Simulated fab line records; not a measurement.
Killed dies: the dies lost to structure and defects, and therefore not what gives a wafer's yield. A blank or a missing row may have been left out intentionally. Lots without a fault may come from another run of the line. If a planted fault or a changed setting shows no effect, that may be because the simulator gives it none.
One fault seen from 2 desks || flow sky130 || numbers are kept per desk, each desk with only its own; the story behind them comes last

THE METROLOGY DESK
Lot by lot, what the gauges showed, no matter which tool ran the lot: averages of those sampled wafers that carry a number. Any lot whose mean is over 4 standard deviations away from the usual mean is out of limits and marked OUT; that distance is given in the brackets.
Columns: A = cd-nm at SKY_POLY_GATE_CD_MEAS_22, usual 149 nm; B = LDD_HVP_TW at SKY_LDD_HVP_TW_MEAS_10, usual 452
{"lot": "L872", "first seen here": "day 17 08:33", "A": 151, "B": 460}
{"lot": "L871", "first seen here": "day 17 10:37", "A": 146, "B": 460}
{"lot": "L870", "first seen here": "day 17 13:58", "A": 149, "B": 452}
{"lot": "L873", "first seen here": "day 17 14:00", "A": 144, "B": 461}
{"lot": "L874", "first seen here": "day 17 23:56", "A": 143, "B": 451}
{"lot": "L876", "first seen here": "day 18 16:41", "A": 152, "B": 449}
{"lot": "L877", "first seen here": "day 19 04:07", "A": 148, "B": 448}
{"lot": "L878", "first seen here": "day 19 16:28", "A": 151, "B": 458}
{"lot": "L889", "first seen here": "day 24 09:16", "A": 151, "B": 455}
{"lot": "L890", "first seen here": "day 24 10:35", "A": 147, "B": "474 (+4.4) OUT"}
{"lot": "L891", "first seen here": "day 24 11:50", "A": 148, "B": "485 (+6.8) OUT"}
{"lot": "L892", "first seen here": "day 24 11:59", "A": 151, "B": 447}
{"lot": "L893", "first seen here": "day 24 23:21", "A": 148, "B": 455}
This desk's result: L890, L891 out of limits, first on L890 (LDD_HVP_TW at SKY_LDD_HVP_TW_MEAS_10), day 29 08:52. In limits: L872, L871, L870, L873, L874, L876, L877, L878, L889, L892, L893.

FOR THE TOOL OWNER'S DESK: implanter-01
SKY_LDD_HVP_IMPLANT_08, tool's own readings: per-lot mean of the sampled wafers with a number, covering each lot this tool ran. Any lot whose mean is over 4 standard deviations away from the usual mean is out of limits and marked OUT; that distance is given in the brackets.
Columns: A = beam-on-s at SKY_LDD_HVP_IMPLANT_08, usual 9.97 s; B = faraday-current-uA at SKY_LDD_HVP_IMPLANT_08, usual 94.4
{"lot": "L871", "first seen here": "day 22 15:38", "A": 9.95, "B": 94.7}
{"lot": "L873", "first seen here": "day 22 18:15", "A": 10.22, "B": 92.2}
{"lot": "L877", "first seen here": "day 24 08:03", "A": 9.90, "B": 95.1}
{"lot": "L878", "first seen here": "day 24 20:52", "A": 9.82, "B": 95.9}
{"lot": "L889", "first seen here": "day 29 07:37", "A": 9.81, "B": 95.8}
{"lot": "L890", "first seen here": "day 29 08:37", "A": "12.00 (+9.7) OUT", "B": "78.3 (-8.5) OUT"}
{"lot": "L891", "first seen here": "day 29 08:55", "A": "11.83 (+8.9) OUT", "B": "79.5 (-7.8) OUT"}
This desk's finding: out of limits on L890, L891; first on L890, day 29 08:37 (beam-on-s at SKY_LDD_HVP_IMPLANT_08). In limits: L871, L873, L877, L878, L889.

ALL TOGETHER
The tool owner's desk could have raised an alarm at day 29 08:37, on L890, L891.
At day 29 08:52 the metrology desk could have sounded an alarm, on L890, L891.
Every lot named ran SKY_LDD_HVP_IMPLANT_08 on implanter-01.

WHAT THE SIMULATOR PUT IN
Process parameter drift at SKY_LDD_HVP_IMPLANT_08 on implanter-01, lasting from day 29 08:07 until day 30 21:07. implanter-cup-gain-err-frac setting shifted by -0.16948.
Shown lots that were struck: L890, L891.
Time in hours from fault onset to the first out-of-limits reading at each desk: tool owner's desk 1, metrology desk 1.
